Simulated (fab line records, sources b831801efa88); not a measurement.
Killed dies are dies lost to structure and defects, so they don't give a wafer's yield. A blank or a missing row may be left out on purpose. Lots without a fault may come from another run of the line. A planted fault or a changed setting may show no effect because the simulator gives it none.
Split-lot experiment | flow gf180mcu | 5 lots, 27 wafers read, on a route of 602 steps

THE SPLIT
At GF_M2_SPUTTER_02 (material AlCu, target thk 450 nm, time 23.9 s), the setting time_s was moved away from the recipe's 23.9 s on 9 of the 27 wafers read, by -32.3% to +57.4%. The other wafers ran this setting at the recipe's value.

FROM THE SPLIT TO THE READING: what the file shows between them, 3 steps
- GF_M2_SPUTTER_03: material Ti, target thk 10 nm, time 6.7 s
- GF_M2_SPUTTER_04: material TiN, target thk 50 nm, time 41.7 s
- GF_M2_RS_MEAS_05: measures by four-point-probe

THE READING
M2_ALCU_THK, in nm, at GF_M2_THK_MEAS_06 (measures by xrf). Fault-free wafers of this fab line usually give 447 nm, standard deviation 7.9 nm.

wafer  | tool, chamber at the split | time_s as run, s | against the recipe | M2_ALCU_THK, nm | against lot-mates on the recipe
L074.1 | pvd_sputter-02, -          | 23.9             | recipe             | 451             | -
L074.2 | pvd_sputter-02, -          | 23.9             | recipe             | 452             | -
L074.3 | pvd_sputter-02, -          | 23.9             | recipe             | 441             | -
L074.4 | pvd_sputter-02, -          | 23.9             | recipe             | 444             | -
L074.5 | pvd_sputter-02, -          | 23.9             | recipe             | 439             | -
L074.6 | pvd_sputter-02, -          | 23.9             | recipe             | 441             | -
L078.1 | pvd_sputter-02, -          | 23.9             | recipe             | 446             | -
L078.2 | pvd_sputter-02, -          | 37.63            | +57.4%             | 695             | +249
L078.3 | pvd_sputter-02, -          | 37.63            | +57.4%             | 697             | +251
L078.4 | pvd_sputter-02, -          | 23.9             | recipe             | 446             | -
L078.5 | pvd_sputter-02, -          | 37.63            | +57.4%             | 706             | +260
L078.6 | pvd_sputter-02, -          | 23.9             | recipe             | 447             | -
L079.2 | pvd_sputter-01, -          | 23.9             | recipe             | 455             | -
L079.4 | pvd_sputter-01, -          | 23.9             | recipe             | 452             | -
L079.6 | pvd_sputter-01, -          | 23.9             | recipe             | 449             | -
L082.1 | pvd_sputter-01, -          | 28.07            | +17.4%             | 534             | +82
L082.2 | pvd_sputter-01, -          | 23.9             | recipe             | 450             | -
L082.3 | pvd_sputter-01, -          | 23.9             | recipe             | 455             | -
L082.4 | pvd_sputter-01, -          | 28.07            | +17.4%             | 530             | +78
L082.5 | pvd_sputter-01, -          | 23.9             | recipe             | 452             | -
L082.6 | pvd_sputter-01, -          | 28.07            | +17.4%             | 531             | +79
L084.1 | pvd_sputter-02, -          | 23.9             | recipe             | 454             | -
L084.2 | pvd_sputter-02, -          | 23.9             | recipe             | 439             | -
L084.3 | pvd_sputter-02, -          | 16.17            | -32.3%             | 291             | -155
L084.4 | pvd_sputter-02, -          | 23.9             | recipe             | 445             | -
L084.5 | pvd_sputter-02, -          | 16.17            | -32.3%             | 293             | -153
L084.6 | pvd_sputter-02, -          | 16.17            | -32.3%             | 295             | -151

THE FIT
A straight line over all 27 wafers: M2_ALCU_THK changes by +4.51 nm for each +1% of time_s; r = +1.00; the points scatter about the line by 6.4 nm.
The same after taking each lot's own level away (the mean of its wafers on the recipe; 27 wafers): +4.5 nm for each +1%; r = +1.00; scatter 4.9 nm.
On that fit, the largest move of time_s shifts the reading by 2.6e+02 nm.
The lots' own levels span 444.7 to 452.3 nm, that is 1.0 times the standard deviation above.
So the lot-to-lot level changes the slope little: the two slopes agree.
Check: with one of the wafers moved furthest among these (+57.4%) left out of the fit, the line predicts +260 nm for it against its lot-mates. It came out at +249 nm against them.

OTHER SPLITS ON THESE WAFERS
These wafers also went through other splits before the reading. Each is held against what the fit with the lots' levels taken away leaves over:
other split on the same wafers   | wafers away from the commonest value | r with M2_ALCU_THK (lot level and that fit taken away)
GF_POLY_GATE_ETCH_13 time_s      | 12                                   | +0.24
GF_PSD_DEVELOP_06 develop_time_s | 6                                    | +0.16
GF_SAB_DEVELOP_08 develop_time_s | 9                                    | -0.27
GF_V1_CVD_02 time_s              | 6                                    | -0.20

THE WHOLE CHAIN: every reading that the file lists as answering this split, in the file's order
step                | what it does                                                                         | reading                                                                       | change (the file's fit)                                                                 | r (the file's)
GF_M2_SPUTTER_02    | material AlCu, target thk 450 nm, time 23.9 s                                        | AlCu_of_M2_SPUTTER_02.thk_nm (the simulator's own value, which no gauge read) | +4.46 nm for each +1% of the setting                                                    | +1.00
GF_M2_RS_MEAS_05    | measures by four-point-probe                                                         | M2_ALCU_RS                                                                    | not straight: 0.1082 at the lowest setting, 0.0701 at the recipe, 0.0447 at the highest | not given
GF_M2_THK_MEAS_06   | measures by xrf                                                                      | M2_ALCU_THK                                                                   | +4.48 for each +1% of the setting                                                       | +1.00
GF_M2_METAL_ETCH_16 | etches the open film in Cl2/BCl3, stops on SiO2, target depth 627.5 nm, time 104.6 s | oes_product_au                                                                | not straight: 0.815 at the lowest setting, 0.967 at the recipe, 1.002 at the highest    | not given

THE FILE'S OWN FIT
M2_ALCU_THK changes by +4.48 nm for each +1% of time_s, r = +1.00.
